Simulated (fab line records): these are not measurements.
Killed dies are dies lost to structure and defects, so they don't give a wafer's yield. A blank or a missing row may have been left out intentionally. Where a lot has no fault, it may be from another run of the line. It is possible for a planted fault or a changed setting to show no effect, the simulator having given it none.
Which tool was responsible? | flow gf180mcu | 42 wafers from 14 lots sampled at 5 of the route's 602 steps

== WHAT THE GAUGES SHOWED, per wafer ==
GF_HV_LDD_TW_MEAS_11. Usual: HV_LDD_TW 2414, standard deviation 13.
lot  | measured     | on            | HV_LDD_TW      | flag
L293 | day 10 02:37 | film_metro-01 | 2420 2421 2418 |
L294 | day 10 09:56 | film_metro-01 | 2421 2407 2423 |
L295 | day 10 12:31 | film_metro-04 | 2403 2409 2400 |
L296 | day 10 23:35 | film_metro-04 | 2403 2399 2401 |
L297 | day 11 06:13 | film_metro-02 | 2413 2396 2408 |
L300 | day 12 08:59 | film_metro-01 | 2431 2423 2426 |
L301 | day 12 11:29 | film_metro-01 | 2429 2409 2428 |
L303 | day 13 06:37 | film_metro-02 | 2420 2430 2415 |
L304 | day 13 16:11 | film_metro-02 | 2411 2418 2409 |
L306 | day 14 01:53 | film_metro-02 | 2388 2392 2396 |
L311 | day 15 14:44 | film_metro-01 | 2428 2424 2429 |
L312 | day 16 03:38 | film_metro-04 | 2395 2410 2402 |
L313 | day 16 07:20 | film_metro-04 | 2401 2402 2400 |
L316 | day 17 04:47 | film_metro-02 | 2430 2421 2417 |

GF_HV_LDD_CD_MEAS_19: target cd 400 nm. Usual: cd_nm at 400.6 nm, with a standard deviation of 2.2.
lot  | measured     | on        | cd_nm (nm)        | flag
L293 | day 10 19:55 | cd_sem-02 | 398.4 401.4 397.8 |
L294 | day 11 03:32 | cd_sem-02 | 395.2 395.5 394.5 |
L295 | day 11 06:52 | cd_sem-01 | 400.5 400.2 400.9 |
L296 | day 11 18:43 | cd_sem-02 | 400.7 400.4 400.3 |
L297 | day 12 00:48 | cd_sem-01 | 402.6 404.1 401.2 |
L300 | day 13 04:20 | cd_sem-01 | 401.2 401.7 400.0 |
L301 | day 13 07:35 | cd_sem-01 | 402.7 404.3 401.4 |
L303 | day 14 03:34 | cd_sem-01 | 401.5 402.2 402.0 |
L304 | day 14 12:57 | cd_sem-02 | 396.6 398.4 401.2 |
L306 | day 14 22:53 | cd_sem-02 | 402.4 403.6 407.3 |
L311 | day 16 12:36 | cd_sem-02 | 401.9 401.4 399.6 |
L312 | day 17 01:26 | cd_sem-02 | 399.6 402.5 400.7 |
L313 | day 17 05:18 | cd_sem-02 | 405.9 406.4 404.6 |
L316 | day 18 02:49 | cd_sem-02 | 399.9 400.0 400.8 |

GF_HV_LDD_OVL_MEAS_20. Usual: HV_LDD_01_OVL 0.4 nm, standard deviation 1.3.
lot  | measured     | on         | HV_LDD_01_OVL (nm) | flag
L293 | day 10 20:02 | overlay-01 | -0.2 1.4 0.8       |
L294 | day 11 03:40 | overlay-02 | -0.3 -1.0 -1.3     |
L295 | day 11 06:59 | overlay-02 | 1.4 -1.6 1.1       |
L296 | day 11 18:50 | overlay-02 | 1.4 -0.4 -1.7      |
L297 | day 12 00:55 | overlay-01 | -0.5 -1.0 -2.3     |
L300 | day 13 04:28 | overlay-01 | 1.1 -0.5 -0.9      |
L301 | day 13 07:41 | overlay-02 | -0.5 -0.2 2.2      |
L303 | day 14 03:39 | overlay-02 | 2.7 -0.8 0.1       |
L304 | day 14 13:04 | overlay-02 | 0.6 -1.3 -2.0      |
L306 | day 14 23:01 | overlay-02 | 2.6 2.3 -0.1       |
L311 | day 16 12:43 | overlay-02 | -0.8 1.5 -1.2      |
L312 | day 17 01:34 | overlay-01 | -1.1 -2.3 0.6      |
L313 | day 17 05:25 | overlay-02 | 0.0 0.1 1.3        |
L316 | day 18 02:56 | overlay-02 | -1.0 -1.8 -0.6     |

GF_HV_LDD_TW_MEAS_23. Usual: HV_LDD_2_TW 1058, standard deviation 6.2.
lot  | measured     | on            | HV_LDD_2_TW    | flag
L293 | day 10 20:20 | film_metro-04 | 1057 1048 1054 |
L294 | day 11 03:56 | film_metro-02 | 1054 1054 1053 |
L295 | day 11 07:17 | film_metro-01 | 1066 1065 1063 |
L296 | day 11 19:08 | film_metro-04 | 1061 1060 1059 |
L297 | day 12 01:13 | film_metro-04 | 1052 1054 1050 |
L300 | day 13 04:44 | film_metro-04 | 1057 1055 1049 |
L301 | day 13 07:58 | film_metro-04 | 1055 1055 1050 |
L303 | day 14 03:57 | film_metro-01 | 1056 1066 1066 |
L304 | day 14 13:21 | film_metro-01 | 1067 1069 1063 |
L306 | day 14 23:17 | film_metro-02 | 1054 1052 1054 |
L311 | day 16 13:00 | film_metro-04 | 1049 1053 1056 |
L312 | day 17 01:50 | film_metro-04 | 1112 1106 1109 | OFF
L313 | day 17 05:42 | film_metro-02 | 1115 1112 1115 | OFF
L316 | day 18 03:13 | film_metro-01 | 1060 1057 1066 |

== WHICH TOOL RAN EACH LOT (tool, then ch and the chambers of the sampled wafers, then the start) ==
lot  | GF_HV_LDD_IMPLANT_21
L293 | implanter-01 ch 0, day 10 20:05
L294 | implanter-01 ch 0, day 11 03:41
L295 | implanter-01 ch 0, day 11 07:02
L296 | implanter-04 ch 0, day 11 18:53
L297 | implanter-01 ch 0, day 12 00:58
L300 | implanter-02 ch 0, day 13 04:29
L301 | implanter-04 ch 0, day 13 07:45
L303 | implanter-02 ch 0, day 14 03:44
L304 | implanter-01 ch 0, day 14 13:06
L306 | implanter-02 ch 0, day 14 23:02
L311 | implanter-04 ch 0, day 16 12:45
L312 | implanter-02 ch 0, day 17 01:35
L313 | implanter-02 ch 0, day 17 05:27
L316 | implanter-04 ch 0, day 18 02:58
- GF_HV_LDD_IMPLANT_21

== AS READ BY THE TOOLS THEMSELVES (means over the sampled wafers that have a number; for cases with no such wafer, the mark the record gives instead) ==
GF_HV_LDD_IMPLANT_21. Usual: dose_ions_cm2 5.001e+13, standard deviation 5.1e+10; end_station_pressure_torr 5.22e-06 Torr, standard deviation 2.5e-07; faraday_current_uA 282, standard deviation 6.2.
lot  | tool         | dose_ions_cm2 | end_station_pressure_torr (Torr) | faraday_current_uA | flag
L293 | implanter-01 | 5.000e+13     | 5.29e-06                         | 272                |
L294 | implanter-01 | 5.000e+13     | 5.27e-06                         | 281                |
L295 | implanter-01 | 5.004e+13     | 4.88e-06                         | 287                |
L296 | implanter-04 | 4.996e+13     | 5.32e-06                         | 283                |
L297 | implanter-01 | 5.000e+13     | 5.09e-06                         | 282                |
L300 | implanter-02 | 5.006e+13     | 5.26e-06                         | 278                |
L301 | implanter-04 | 4.999e+13     | 4.94e-06                         | 282                |
L303 | implanter-02 | 5.006e+13     | 5.64e-06                         | 289                |
L304 | implanter-01 | 5.010e+13     | 5.12e-06                         | 277                |
L306 | implanter-02 | 5.004e+13     | 5.30e-06                         | 285                |
L311 | implanter-04 | 4.997e+13     | 5.34e-06                         | 284                |
L312 | implanter-02 | 5.807e+13     | 5.39e-06                         | 329                | OFF
L313 | implanter-02 | 5.812e+13     | 5.06e-06                         | 323                | OFF
L316 | implanter-04 | 5.000e+13     | 5.05e-06                         | 282                |

== THE ANSWER, worked out from the rows above alone ==
Rule: take the mean of a lot's wafers that have a number; if it is more than 3 standard deviations from the usual mean, the lot is off. A lot without any number at a reading at which 4 lots or more have one is off too. The other lots that the step has rows for count as sound. After the gauges, taken in route order, come the tools' own readings; for these a lot's mean is taken, as printed above. At the first step where some lot is off, the reading lying furthest off is the one used; lots without a number count as furthest.
Off: L312, L313, seen at GF_HV_LDD_TW_MEAS_23 (HV_LDD_2_TW).
A tool fits if, at a process step before that reading, it ran every lot that is off, and no sound lot after the first of them. The gauges at GF_HV_LDD_TW_MEAS_23 aren't tried: what is off there is off at GF_HV_LDD_IMPLANT_21 too, on other tools, and a gauge's error can't cause that. One candidate fits, namely implanter-02 at GF_HV_LDD_IMPLANT_21. A fault onset in the window from L306 (day 14 23:02, its last sound lot) to L312 (day 17 01:35, its first lot off) fits.
The tool's own readings at GF_HV_LDD_IMPLANT_21 bear it out: on the lots that are off they differ by more than 5 times the standard deviation of the sound lots' means. dose_ions_cm2 reads 5.810e+13 there against 5.002e+13 on the sound lots; faraday_current_uA reads 326 there against 282 on the sound lots.

== WHAT THE SIMULATOR HAD PUT IN ==
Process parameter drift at GF_HV_LDD_IMPLANT_21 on implanter-02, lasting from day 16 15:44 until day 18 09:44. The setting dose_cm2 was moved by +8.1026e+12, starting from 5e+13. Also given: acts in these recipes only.
Shown lots that were struck: L312, L313. The rule given above showed the same thing.
